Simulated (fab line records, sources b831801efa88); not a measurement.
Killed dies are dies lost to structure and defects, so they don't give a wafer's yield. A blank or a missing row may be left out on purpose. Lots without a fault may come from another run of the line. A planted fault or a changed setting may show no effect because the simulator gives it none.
Problem report in the 8D (eight disciplines) form, filled by code | flow gf180mcu | the parts of the form that need people (team, actions taken, sign-off) are left out

1. THE PROBLEM
time_to_endpoint_s at GF_V3_CMP_26 reads a mean of 46 s on 1 wafer of 1 lot; wafers without a fault read 83 s with a standard deviation of 4.3. That is -8.6 standard deviations from the usual mean.
The step: polishes, stops on SiO2, t overpolish 15 s, target thk 0 nm.
First seen on wafer L771.5, day 25 03:32, on cmp-02. The record holds 36 wafers of 12 lots with a number at this step. Rule for "out", or "out of limits": more than 4 standard deviations from the usual mean. The other wafers with a number count as sound.

2. WHAT IT IS AND WHAT IT IS NOT
question                    | is                 | is not
which readings at this step | time_to_endpoint_s | head_pressure_psi, motor_current_A, overpolish_run_s, slurry_flow_ml_min
which lots                  | L771               | L764, L765, L766, L768, L770, L781, L782, L783, L784, L786, L787
which wafers of those lots  | L771.5             | L771.2, L771.4
read on which tools         | cmp-02             | cmp-01
when                        | from day 25 03:32  | up to then (17 sound wafers); but 18 sound wafers of L781, L782, L783, L784, L786, L787 came after

3. SUSPECTS, AND WHAT RULES EACH OUT
Counting: a tool at a process step up to the reading stays a suspect if it ran every lot that is out. Sound lots after the first of them don't rule it out here, since some wafers of a struck lot are sound.
- plasma_asher-02 at GF_V2_STRIP_18 (strips in O2/N2): kept. It ran the lot that is out, L771 (day 23 02:41); its last sound lot up to then is L766 (day 21 05:10).
- pvd_sputter-03 at GF_M3_SPUTTER_00 (material Ti, target thk 37.5 nm, time 150 s): kept. It ran the lot that is out, L771 (day 23 03:55); its last sound lot up to then is L768 (day 21 21:57).
- cmp-02 at GF_V3_CMP_26 (polishes, stops on SiO2, t overpolish 15 s, target thk 0 nm): kept. It ran the lot that is out, L771 (day 25 03:32); its last sound lot up to then is L770 (day 24 10:17). Its own readings are out on those wafers: time_to_endpoint_s.
- Within cmp-02 at GF_V3_CMP_26: the wafers that are out ran in chamber 2; their sound lot-mates ran in chambers 0, 3.
Left after counting: plasma_asher-02 at GF_V2_STRIP_18, pvd_sputter-03 at GF_M3_SPUTTER_00, cmp-02 at GF_V3_CMP_26.

4. THE CAUSE (what the simulator had put in)
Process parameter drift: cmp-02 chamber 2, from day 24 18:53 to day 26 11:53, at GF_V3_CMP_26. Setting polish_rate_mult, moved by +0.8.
Counting left 3 suspects, and this tool is among them.

5. THE CHAIN OF EFFECTS, in route order
Each row: a reading whose mean over the struck wafers that have a number lies more than 3 standard deviations from the usual. Only readings for which the record gives a usual standard deviation are gone through. hours: the time from each lot's start at the first step in this table that gives one to its start at this step, as a median over the lots. sigmas: the change in usual standard deviations.
hours | step         | reading            | usual | on struck wafers | change | sigmas
0     | GF_V3_CMP_26 | time_to_endpoint_s | 83 s  | 46               | -37    | -8.6
The process steps in it:
- GF_V3_CMP_26: polishes, stops on SiO2, t overpolish 15 s, target thk 0 nm.

6. WHAT WOULD HAVE CAUGHT IT SOONER
In this record the first reading out of limits was taken at day 25 03:32, 9 hours after the fault began at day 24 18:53.
